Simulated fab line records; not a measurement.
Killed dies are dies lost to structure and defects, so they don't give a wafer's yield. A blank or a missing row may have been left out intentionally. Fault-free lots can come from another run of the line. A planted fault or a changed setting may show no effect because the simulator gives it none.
Matching of chambers || flow gf180mcu || GF_V3_CMP_26 on cmp-01: 4 sister chambers
The step polishes, stops on SiO2, t overpolish 15 s, target thk 0 nm. 8 wafers are shown with their chamber, then 7 later ones without.

## WAFERS PAIRED WITH THEIR CHAMBERS
{"wafer": "L678.1", "chamber": 1, "motor-current-A (A)": 9.3, "slurry-filter-dp-kPa (kPa)": 13.56}
{"wafer": "L679.5", "chamber": 0, "motor-current-A (A)": 11.0, "slurry-filter-dp-kPa (kPa)": 13.60}
{"wafer": "L682.1", "chamber": 0, "motor-current-A (A)": 11.2, "slurry-filter-dp-kPa (kPa)": 13.48}
{"wafer": "L682.3", "chamber": 2, "motor-current-A (A)": 11.0, "slurry-filter-dp-kPa (kPa)": 13.45}
{"wafer": "L685.4", "chamber": 1, "motor-current-A (A)": 9.6, "slurry-filter-dp-kPa (kPa)": 13.52}
{"wafer": "L685.5", "chamber": 2, "motor-current-A (A)": 10.6, "slurry-filter-dp-kPa (kPa)": 13.48}
{"wafer": "L685.6", "chamber": 3, "motor-current-A (A)": 11.8, "slurry-filter-dp-kPa (kPa)": 13.59}
{"wafer": "L690.2", "chamber": 3, "motor-current-A (A)": 12.1, "slurry-filter-dp-kPa (kPa)": 13.37}

## WAFERS WITHOUT THEIR CHAMBER
{"wafer": "L690.5", "motor-current-A (A)": 11.5, "slurry-filter-dp-kPa (kPa)": 13.68}
{"wafer": "L695.1", "motor-current-A (A)": 11.6, "slurry-filter-dp-kPa (kPa)": 13.71}
{"wafer": "L695.3", "motor-current-A (A)": 12.0, "slurry-filter-dp-kPa (kPa)": 13.16}
{"wafer": "L695.5", "motor-current-A (A)": 11.6, "slurry-filter-dp-kPa (kPa)": 13.29}
{"wafer": "L697.3", "motor-current-A (A)": 11.5, "slurry-filter-dp-kPa (kPa)": 13.63}
{"wafer": "L697.5", "motor-current-A (A)": 11.6, "slurry-filter-dp-kPa (kPa)": 13.70}
{"wafer": "L697.6", "motor-current-A (A)": 9.6, "slurry-filter-dp-kPa (kPa)": 13.45}

## WHICH CHAMBER EACH ONE RAN IN
{"wafer": "L690.5", "from the rows above": "can't be placed: 0 or 3 or 2", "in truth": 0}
{"wafer": "L695.1", "from the rows above": "can't be placed: 0 or 3 or 2", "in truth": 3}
{"wafer": "L695.3", "from the rows above": 3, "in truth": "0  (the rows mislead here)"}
{"wafer": "L695.5", "from the rows above": "can't be placed: 3 or 0 or 2", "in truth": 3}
{"wafer": "L697.3", "from the rows above": "can't be placed: 0 or 3 or 2", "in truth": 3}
{"wafer": "L697.5", "from the rows above": "can't be placed: 0 or 3 or 2", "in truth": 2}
{"wafer": "L697.6", "from the rows above": 1, "in truth": 1}
Placed correctly: 1 of 7. Cannot be placed on the basis of these rows: 5; the candidates contain the true chamber in 5. Wrongly placed: 1.
How it was worked out, from the rows above alone: a wafer's distance from a chamber is the root of the sum, over the readings, of the square of ((its reading less the chamber's mean) divided by the reading's scatter). If the next closest chamber is less than 2 further off than the closest, the wafer can't be placed; otherwise it belongs to the closest. The mean given for a chamber averages the wafers shown for that chamber. The scatter: take each reading less its chamber's mean, square it, sum over the shown wafers, divide by the number of wafers less the number of chambers, and take the root.
